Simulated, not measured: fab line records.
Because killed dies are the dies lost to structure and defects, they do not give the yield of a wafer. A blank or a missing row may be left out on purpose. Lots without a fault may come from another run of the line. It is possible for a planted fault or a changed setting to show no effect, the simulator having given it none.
fab line records	flow sky130
record: lots: 11	wafers: 33	lastDay: 50
route steps=708 shown METAL3@535 CAPM@540 PAD_OPEN@708
lots that met no fault: from a run of the same line without faults
startH: start of the lot's first displayed wafer, in hours after the record's first day	waitH: hours from the lot's prior step to this one	" the same as in the row above	L1.1+2: a row that stands for several wafers	- no value, or no start given	* or withheld: withheld	< > ~ a bound
route shown NAME@n: NAME is a module with steps in the file, n the number in the route of the first one	usual: the fault-free wafers' mean and standard deviation	same: alike in all rows	chamber/n: place in a boat	sites: each site's reading	_std_site: standard deviation across them	_edge_site: outer sites' mean less inner sites'	radiusMm: how far each site lies from the wafer's centre	mask NAME#n: copy n	behind: the tool/chamber that last shaped the wafer	hold: reason for holding the lot/hours on hold/outcome of the hold	device: whichever transistor did not switch (one of n, p or np)	end of line: tests run on the same wafers once the route is complete	a step given without rows: its recipe and nothing more	killed: not the wafer's yield, but the dies lost to structure and defects at the first sort	map: the dies of a wafer, with x for killed, . for not killed, _ for no die there
set.NAME: setting as actually run; set.NAME@STEP: the setting as run at that earlier step	model.NAME: the simulator's own value behind a step, which no gauge read
one table for each step of the route and one row for each wafer, over a sample of lots
services: when a tool's chamber went out of use (startH, in hours from the record's first day, below 0 if earlier), for how many hours, and the reason
== steps ==
step: SKY_METAL3_SPUTTER_03
recipe: material: Ti	targetThkNm: 5	powerW: 3000	timeS: 3.3	chamberPressurePa: 0.4
usual: throttleValvePct: 29.6/0.7
lot.wafer	tool	chamber	startH	waitH	throttleValvePct
L878.3	pvdSputter-03	-	854.25	0.0	30.3
L878.4	"	-	"	"	28.4
L878.6	"	-	"	"	30.0
L879.2	pvdSputter-04	-	859.25	0.0	30.3
L879.3	"	-	"	"	30.6
L879.5	"	-	"	"	29.2
L880.2	pvdSputter-04	-	864.55	0.0	29.3
L880.4	"	-	"	"	29.7
L880.6	"	-	"	"	30.4
L885.1	pvdSputter-04	-	914.86	0.0	30.4
L885.5	"	-	"	"	30.4
L885.6	"	-	"	"	30.3
L888.1	pvdSputter-01	-	920.06	0.0	28.5
L888.4	"	-	"	"	30.0
L888.6	"	-	"	"	28.3
L894.1	pvdSputter-03	-	963.51	0.0	30.0
L894.2	"	-	"	"	30.3
L894.5	"	-	"	"	28.9
L896.2	pvdSputter-04	-	980.15	0.0	29.7
L896.3	"	-	"	"	30.4
L896.5	"	-	"	"	29.4
L898.2	pvdSputter-04	-	990.69	0.0	29.9
L898.3	"	-	"	"	29.1
L898.4	"	-	"	"	30.6
L899.1	pvdSputter-01	-	999.41	0.0	30.1
L899.3	"	-	"	"	29.9
L899.4	"	-	"	"	28.7
L900.2	pvdSputter-01	-	1003.38	0.0	30.1
L900.3	"	-	"	"	30.0
L900.5	"	-	"	"	29.3
L901.1	pvdSputter-01	-	1010.46	0.0	28.4
L901.5	"	-	"	"	29.0
L901.6	"	-	"	"	28.4
step: SKY_CAPM_RS_MEAS_03
recipe: thkMeasGauge: four-point-probe	reads: TiN_of_CAPM_SPUTTER_02
usual: CAPM_TIN_RS: 6.93/0.084
lot.wafer	tool	chamber	startH	waitH	CAPM_TIN_RS[ohm/sq]
L878.3	filmMetro-03	-	854.56	0.1	7.04
L878.4	"	-	"	"	7.08
L878.6	"	-	"	"	7.10
L879.2	filmMetro-01	-	859.53	0.1	6.91
L879.3	"	-	"	"	6.86
L879.5	"	-	"	"	6.88
L880.2	filmMetro-01	-	864.82	0.1	6.80
L880.4	"	-	"	"	6.91
L880.6	"	-	"	"	6.83
L885.1	filmMetro-02	-	915.12	0.1	6.87
L885.5	"	-	"	"	6.85
L885.6	"	-	"	"	6.91
L888.1	filmMetro-02	-	920.32	0.1	7.08
L888.4	"	-	"	"	7.08
L888.6	"	-	"	"	7.09
L894.1	filmMetro-01	-	963.78	0.1	6.83
L894.2	"	-	"	"	6.75
L894.5	"	-	"	"	6.84
L896.2	filmMetro-03	-	980.43	0.1	6.93
L896.3	"	-	"	"	7.00
L896.5	"	-	"	"	7.03
L898.2	filmMetro-02	-	990.97	0.1	7.01
L898.3	"	-	"	"	7.02
L898.4	"	-	"	"	7.03
L899.1	filmMetro-01	-	999.66	0.1	6.98
L899.3	"	-	"	"	7.04
L899.4	"	-	"	"	6.96
L900.2	filmMetro-02	-	1003.66	0.1	6.90
L900.3	"	-	"	"	6.81
L900.5	"	-	"	"	6.83
L901.1	filmMetro-01	-	1010.72	0.1	6.90
L901.5	"	-	"	"	6.93
L901.6	"	-	"	"	6.90
step: SKY_METAL3_ETCH_16
recipe: chemistry: N2/H2	target: BARC	ionEnergyEv: 200	biasW: 100	pressureMtorr: 30	n2FlowSccm: 100	h2FlowSccm: 200	icpW: 500	stopOn: SiO2	timeS: 88.2	targetDepthA: 600
usual: drypumpMotorCurrentA: 6.0/0.45	oesProductAu: 0.625/0.0041	throttleValvePct: 13.205/0.0086
lot.wafer	tool	chamber	startH	waitH	drypumpMotorCurrentA	oesProductAu	rfHoursCounterH	throttleValvePct
L878.3	rieMetal-01	1	907.42	0.0	6.6	0.624	-	13.197
L878.4	"	0	"	"	6.1	0.619	-	13.200
L878.6	"	0	"	"	6.1	0.624	-	13.202
L879.2	rieMetal-01	0	911.79	0.0	6.1	0.624	19	13.214
L879.3	"	0	"	"	6.1	0.619	-	13.210
L879.5	"	1	"	"	6.6	0.623	-	13.200
L880.2	rieMetal-03	1	916.75	0.1	5.1	0.622	-	13.212
L880.4	"	1	"	"	5.0	0.621	-	13.203
L880.6	"	1	"	"	5.1	0.626	-	13.200
L885.1	rieMetal-02	0	964.84	0.0	6.1	0.628	20	13.191
L885.5	"	1	"	"	6.3	0.623	-	13.208
L885.6	"	0	"	"	6.1	0.630	-	13.213
L888.1	rieMetal-02	0	968.64	0.0	6.1	0.628	20	13.209
L888.4	"	1	"	"	6.3	0.629	-	13.200
L888.6	"	1	"	"	6.3	0.624	-	13.192
L894.1	rieMetal-03	0	1011.44	0.0	5.8	0.627	5	13.213
L894.2	"	1	"	"	5.1	0.630	12	13.212
L894.5	"	0	"	"	5.8	0.635	-	13.205
L896.2	rieMetal-01	1	1027.79	0.0	6.6	0.622	13	13.203
L896.3	"	1	"	"	6.5	0.623	-	13.197
L896.5	"	1	"	"	6.6	0.624	-	13.214
L898.2	rieMetal-02	1	1036.09	0.0	6.2	0.628	8	13.197
L898.3	"	0	"	"	6.1	0.628	-	13.185
L898.4	"	1	"	"	6.2	0.619	-	13.201
L899.1	rieMetal-03	0	1045.47	0.1	5.9	0.623	8	13.205
L899.3	"	0	"	"	5.9	0.622	-	13.207
L899.4	"	0	"	"	5.9	0.626	-	13.203
L900.2	rieMetal-03	0	1050.69	0.0	5.9	0.619	9	13.210
L900.3	"	1	"	"	5.1	0.623	-	13.195
L900.5	"	1	"	"	5.1	0.626	-	13.202
L901.1	rieMetal-02	1	1056.29	0.0	6.3	0.619	9	13.205
L901.5	"	0	"	"	6.1	0.627	-	13.200
L901.6	"	1	"	"	6.3	0.632	-	13.195
step: SKY_METAL3_METAL_ETCH_18
recipe: targetDepthA: 8450	stopOn: SiO2	overEtchFrac: 0.3	timeS: 183.1	chemistry: Cl2/BCl3	resistSidewallDeg: 88	pressureMtorr: 10	icpW: 900	biasW: 48.5	Cl2_flow_sccm: 60	bcl3FlowSccm: 30
usual: drypumpMotorCurrentA: 5.9/0.52	oesProductAu: 0.866/0.0066	throttleValvePct: 22.263/0.0086
lot.wafer	tool	chamber	startH	waitH	drypumpMotorCurrentA	oesProductAu	rfHoursCounterH	throttleValvePct
L878.3	rieMetal-03	1	907.62	0.1	5.1	0.861	-	22.253
L878.4	"	1	"	"	5.1	0.855	-	22.260
L878.6	"	1	"	"	5.1	0.866	-	22.260
L879.2	rieMetal-03	1	911.96	0.1	5.1	0.861	-	22.269
L879.3	"	1	"	"	5.1	0.866	-	22.251
L879.5	"	1	"	"	5.1	0.868	-	22.266
L880.2	rieMetal-01	0	916.93	0.0	6.1	0.875	19	22.273
L880.4	"	0	"	"	6.1	0.874	-	22.267
L880.6	"	0	"	"	6.1	0.874	-	22.260
L885.1	rieMetal-03	1	964.95	0.0	5.1	0.876	9	22.268
L885.5	"	0	"	"	5.8	0.867	-	22.264
L885.6	"	1	"	"	5.1	0.885	-	22.259
L888.1	rieMetal-03	0	968.75	0.0	5.8	0.863	2	22.263
L888.4	"	0	"	"	5.9	0.867	-	22.270
L888.6	"	0	"	"	5.8	0.862	-	22.249
L894.1	rieMetal-02	0	1011.55	0.0	6.0	0.863	22	22.276
L894.2	"	1	"	"	6.2	0.879	6	22.263
L894.5	"	0	"	"	6.0	0.861	-	22.259
L896.2	rieMetal-03	0	1027.90	0.0	5.8	0.873	6	22.268
L896.3	"	0	"	"	5.9	0.863	-	22.272
L896.5	"	0	"	"	5.9	0.875	-	22.269
L898.2	rieMetal-01	1	1036.20	0.0	6.6	0.865	14	22.264
L898.3	"	0	"	"	6.1	0.860	-	22.263
L898.4	"	1	"	"	6.6	0.871	-	22.265
L899.1	rieMetal-02	0	1045.68	0.0	6.1	0.864	25	22.254
L899.3	"	1	"	"	6.2	0.864	-	22.258
L899.4	"	0	"	"	6.0	0.865	-	22.240
L900.2	rieMetal-01	0	1050.80	0.0	6.1	0.858	6	22.257
L900.3	"	1	"	"	6.6	0.862	-	22.262
L900.5	"	0	"	"	6.1	0.850	-	22.255
L901.1	rieMetal-01	1	1056.40	0.0	6.6	0.856	15	22.255
L901.5	"	1	"	"	6.5	0.852	-	22.273
L901.6	"	0	"	"	6.1	0.849	-	22.244
step: SKY_METAL3_STRIP_19
recipe: chemistry: O2/N2	powerW: 1400	pressureMtorr: 1500	platenTempC: withheld	o2FlowSccm: 3000	n2FlowSccm: 300	overashFraction: 0.5
usual: drypumpMotorCurrentA: 5.93/0.26	oesProductAu: 0.503/0.0047	stripTimeToEndpointS: 6.55/0.066
lot.wafer	tool	chamber	startH	waitH	drypumpMotorCurrentA	oesProductAu	rfHoursCounterH	stripTimeToEndpointS
L878.3	plasmaAsher-02	0	907.89	0.2	5.63	0.494	-	6.49
L878.4	"	1	"	"	6.40	0.503	-	6.55
L878.6	"	1	"	"	6.41	0.510	-	6.50
L879.2	plasmaAsher-04	0	912.26	0.2	5.75	0.500	76	6.44
L879.3	"	0	"	"	5.77	0.502	-	6.46
L879.5	"	0	"	"	5.75	0.495	-	6.41
L880.2	plasmaAsher-02	1	917.11	0.1	6.41	0.501	18	6.61
L880.4	"	0	"	"	5.63	0.494	-	6.55
L880.6	"	0	"	"	5.63	0.507	-	6.57
L885.1	plasmaAsher-04	1	965.13	0.1	5.79	0.416	82	4.53
L885.5	"	0	"	"	5.75	0.424	-	4.72
L885.6	"	1	"	"	5.81	0.426	-	4.55
L888.1	plasmaAsher-01	1	968.93	0.1	5.90	0.431	52	4.75
L888.4	"	1	"	"	5.92	0.430	-	4.83
L888.6	"	1	"	"	5.90	0.426	-	4.78
L894.1	plasmaAsher-02	1	1011.73	0.1	6.40	0.501	28	6.61
L894.2	"	0	"	"	5.58	0.504	28	6.49
L894.5	"	1	"	"	6.40	0.506	-	6.57
L896.2	plasmaAsher-01	1	1028.08	0.1	5.88	0.504	56	6.52
L896.3	"	1	"	"	5.95	0.500	-	6.53
L896.5	"	0	"	"	6.12	0.498	-	6.57
L898.2	plasmaAsher-02	0	1036.38	0.1	5.63	0.508	30	6.60
L898.3	"	0	"	"	5.61	0.510	-	6.58
L898.4	"	1	"	"	6.41	0.495	-	6.50
L899.1	plasmaAsher-02	1	1045.86	0.1	6.38	0.503	31	6.52
L899.3	"	1	"	"	6.39	0.503	-	6.51
L899.4	"	0	"	"	5.59	0.499	-	6.50
L900.2	plasmaAsher-04	0	1050.98	0.1	5.73	0.509	91	6.63
L900.3	"	0	"	"	5.75	0.510	-	6.58
L900.5	"	0	"	"	5.73	0.510	-	6.56
L901.1	plasmaAsher-01	1	1056.58	0.1	5.89	0.505	59	6.60
L901.5	"	0	"	"	6.12	0.504	-	6.63
L901.6	"	1	"	"	5.89	0.503	-	6.61
step: SKY_PAD_OPEN_PROBE_99
usual: defectLimitedYield: 82.2/2.1	killed_at_M0_to_M3: 43/8	killed_at_M4_up: 2.9/1.6	killedAtContacts: 26/5.2	killedAtFrontEnd: 15/4.3	killedAtOther: 0.3/0.56	killedDies: 87/10	killedOpen: 48/6.9	killedShort: 40/6.5	sort_bin_3_pad_short: 0.9/0.36	sort_bin_5_function: 10.5/1.5	sort_bin_6_memory: 6.4/1.3	sortNPass: 405/10	sortYieldPct: 82.2/2.1
same: grossDies: 492	killedAtBackSide: 0	sort_bin_4_leakage[%]: 0	sort_bin_8_speed[%]: 0
lot.wafer	tool	chamber	startH	waitH	defectLimitedYield[%]	killed_at_M0_to_M3	killed_at_M4_up	killedAtContacts	killedAtFrontEnd	killedAtOther	killedDies	killedOpen	killedShort	sort_bin_3_pad_short[%]	sort_bin_5_function[%]	sort_bin_6_memory[%]	sortNPass	sortYieldPct[%]
L894.1	prober-01	-	1164.75	0.1	82.9	45	6	24	9	0	84	54	30	0.4	9.3	7.3	408	82.9
L894.2	prober-01	-	1164.80	0.1	85.4	39	2	20	11	0	72	39	33	0.4	10.4	3.9	420	85.4
L894.5	prober-01	-	1164.95	0.2	79.1	58	2	26	17	0	103	48	55	1.2	11.2	8.5	389	79.1
L896.2	prober-01	-	1177.97	0.1	83.9	26	6	28	16	3	79	43	36	0.6	9.6	5.9	413	83.9
L896.3	prober-01	-	1178.02	0.2	78.7	59	2	27	17	0	105	60	45	0.8	10.4	10.2	387	78.7
L896.5	prober-01	-	1178.12	0.2	85.4	42	1	15	14	0	72	40	32	1.2	6.3	7.1	420	85.4
killed by level:class
L894.1 VIA1:geometricParticle:open=13 CONTACT:geometricParticle:open=10 VIA3:geometricParticle:open=7 LI_CONTACT:geometricParticle:open=6 VIA1:geometricParticle:short=6 VIA2:geometricParticle:open=5 METAL2:geometricParticle:short=4 CONTACT:geometricParticle:short=3
L894.2 VIA1:geometricParticle:open=14 CONTACT:geometricParticle:open=10 POLY_GATE:geometricParticle:short=5 METAL1:geometricParticle:short=5 VIA2:geometricParticle:open=5 LOCAL_INTERCONNECT:geometricParticle:short=4 CONTACT:geometricParticle:short=4 VIA3:geometricParticle:open=4
L894.5 VIA1:geometricParticle:open=11 VIA1:geometricParticle:short=11 METAL1:geometricParticle:short=10 VIA3:geometricParticle:open=8 LI_CONTACT:geometricParticle:open=8 METAL2:geometricParticle:short=7 CONTACT:geometricParticle:short=6 POLY_GATE:geometricParticle:short=4
L896.2 CONTACT:geometricParticle:open=14 CONTACT:geometricParticle:short=7 VIA1:geometricParticle:open=7 METAL2:geometricParticle:short=5 METAL4:geometricParticle:short=5 FIELD_ISO:geometricParticle:short=4 POLY_GATE:geometricParticle:open=4 LI_CONTACT:geometricParticle:open=4
L896.3 VIA3:geometricParticle:open=11 CONTACT:geometricParticle:open=11 VIA1:geometricParticle:open=10 VIA2:geometricParticle:open=8 METAL2:geometricParticle:short=8 POLY_GATE:geometricParticle:open=7 VIA2:geometricParticle:short=6 LI_CONTACT:geometricParticle:open=5
L896.5 VIA1:geometricParticle:open=13 CONTACT:geometricParticle:open=6 METAL2:geometricParticle:short=5 FIELD_ISO:geometricParticle:open=4 LI_CONTACT:geometricParticle:short=4 VIA2:geometricParticle:open=4 VIA3:geometricParticle:short=4 METAL1:geometricParticle:short=3
== services ==
tool	chamber	startH	hours	kind
plasmaAsher-04	-	847.99	2.8	pm
pvdSputter-04	-	849.85	2.1	repair
pvdSputter-03	-	870.84	1.2	repair
plasmaAsher-01	-	877.75	2.8	pm
rieMetal-03	0	878.31	20.1	repair
rieMetal-01	1	897.80	8.6	repair
rieMetal-01	0	898.06	2.3	repair
rieMetal-03	0	898.41	-	clean
rieMetal-03	0	898.41	18.3	scheduledDown
rieMetal-03	0	898.41	18.3	ventCycle
plasmaAsher-01	-	911.88	0.8	repair
plasmaAsher-01	-	914.94	16.5	repair
plasmaAsher-01	-	917.33	0.3	repair
rieMetal-01	-	954.52	0.3	repair
pvdSputter-01	-	967.80	4.0	repair
rieMetal-02	1	973.83	2.1	repair
pvdSputter-04	-	975.84	3.6	repair
plasmaAsher-01	-	986.96	5.2	repair
plasmaAsher-01	-	1004.01	12.9	pm
plasmaAsher-02	-	1016.52	2.8	pm
plasmaAsher-01	-	1024.75	1.3	repair
rieMetal-03	1	1034.65	12.2	repair
pvdSputter-04	-	1040.38	2.8	repair
pvdSputter-03	-	1052.95	0.9	repair
== key ==
firstSign: step: SKY_METAL3_STRIP_19	reading: stripTimeToEndpointS	direction: down	sigmas: 28	usual: *	struck: *
effect: step: SKY_METAL3_STRIP_19	reading: oesProductAu	direction: down	sigmas: 17	usual: 0.503	struck: 0.425
metAt SKY_METAL3_METAL_ETCH_18
struckLots L885,L888
notActingAt SKY_METAL3_SPUTTER_03,SKY_CAPM_RS_MEAS_03,SKY_METAL3_ETCH_16
onsetBetween 911.96 964.95
fault: kind: processParameterDrift	tool: rieMetal-03	chamber: -	onsetH: 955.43	steps: SKY_METAL3_METAL_ETCH_18	channel: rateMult	offset: 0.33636	shape: step	endH: 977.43
